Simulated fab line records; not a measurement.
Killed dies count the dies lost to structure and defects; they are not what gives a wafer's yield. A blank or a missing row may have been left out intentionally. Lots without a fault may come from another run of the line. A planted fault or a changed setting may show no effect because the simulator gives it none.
Which of the tools did it?	flow sky130	Sampling: 11 lots, 33 wafers, 4 of 708 route steps

## WHAT THE GAUGES READ, wafer by wafer
SKY_RES_PROTECT_TW_MEAS_08.
lot	measured	on	POLY_GATE_TW
L351	day 15 07:11	film_metro-02	3992 3978 3977
L357	day 17 19:47	film_metro-01	3987 3991 3999
L356	day 17 20:04	film_metro-02	3984 3971 3961
L358	day 18 00:25	film_metro-01	3978 4013 3979
L359	day 18 12:25	film_metro-02	3987 4001 3986
L360	day 19 03:47	film_metro-03	3784 3789 3783
L362	day 19 14:11	film_metro-03	3794 3776 3797
L364	day 20 08:46	film_metro-02	3988 3993 3986
L366	day 20 17:46	film_metro-01	3970 3963 3970
L367	day 20 22:26	film_metro-01	3973 3954 3985
L373	day 23 01:13	film_metro-03	4065 4058 4056

## TOOL THAT RAN EACH LOT (tool first, then ch and the chambers of the sampled wafers, then the start)
lot	SKY_RES_PROTECT_SOFTBAKE_03	SKY_POLY_GATE_IMPLANT_02	SKY_RES_PROTECT_STRIP_07
L351	litho_track-01 ch 0, day 14 18:13	implanter-01 ch 0, day 15 06:58	plasma_asher-03 ch 0,1, day 15 07:06
L357	litho_track-01 ch 0, day 17 05:01	implanter-04 ch 0, day 17 19:34	plasma_asher-01 ch 0,1, day 17 19:41
L356	litho_track-03 ch 0, day 17 05:26	implanter-01 ch 0, day 17 19:50	plasma_asher-01 ch 0,1, day 17 19:58
L358	litho_track-01 ch 0, day 17 09:02	implanter-04 ch 0, day 18 00:11	plasma_asher-01 ch 0, day 18 00:19
L359	litho_track-02 ch 0, day 17 22:09	implanter-04 ch 0, day 18 12:12	plasma_asher-03 ch 0,1, day 18 12:19
L360	litho_track-02 ch 0, day 18 12:39	implanter-04 ch 0, day 19 03:35	plasma_asher-03 ch 0,1, day 19 03:41
L362	litho_track-01 ch 0, day 18 23:16	implanter-04 ch 0, day 19 13:58	plasma_asher-03 ch 0,1, day 19 14:05
L364	litho_track-01 ch 0, day 19 17:20	implanter-02 ch 0, day 20 08:32	plasma_asher-04 ch 0,1, day 20 08:40
L366	litho_track-02 ch 0, day 20 03:47	implanter-02 ch 0, day 20 17:31	plasma_asher-03 ch 0,1, day 20 17:40
L367	litho_track-03 ch 0, day 20 10:29	implanter-02 ch 0, day 20 22:11	plasma_asher-03 ch 0,1, day 20 22:19
L373	litho_track-01 ch 0, day 22 10:46	implanter-01 ch 0, day 23 00:49	plasma_asher-01 ch 0,1, day 23 01:07
- SKY_RES_PROTECT_SOFTBAKE_03: time 62.21 s.
- SKY_POLY_GATE_IMPLANT_02
- SKY_RES_PROTECT_STRIP_07: strips in O2/N2.

## THE ANSWER, worked out from the rows above alone
Rule: the usual values come from the lots themselves. Put in order of their means at a reading, lots are off if they are a third of the lots or fewer, leave a main group of 4 or more, and stand apart from it by a gap of 3 or more times the standard deviation of the main group's means; of several such gaps the widest counts. If all means in a main group match to the digits the tables above print for the reading, that group is not used. A lot without any number at a reading at which 4 lots or more have one is off too. The other lots that the step has rows for count as sound.
Off: L360, L362, at SKY_RES_PROTECT_TW_MEAS_08 (POLY_GATE_TW). Mean 3991 and standard deviation 26 in the main group.
A tool fits if, at a process step before that reading, it ran every lot that is off, and no sound lot after the first of them. Those tools and the gauges at SKY_RES_PROTECT_TW_MEAS_08 are tried in the same way. One fits: SKY_POLY_GATE_IMPLANT_02 on implanter-04. A fault onset in the window from L359 (day 18 12:12, its last sound lot) to L360 (day 19 03:35, its first lot off) fits.

## WHAT THE SIMULATOR PUT IN
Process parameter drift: implanter-04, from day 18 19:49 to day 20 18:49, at SKY_POLY_GATE_IMPLANT_02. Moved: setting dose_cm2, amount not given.
Shown lots that were struck: L360, L362. The rule above found the same.
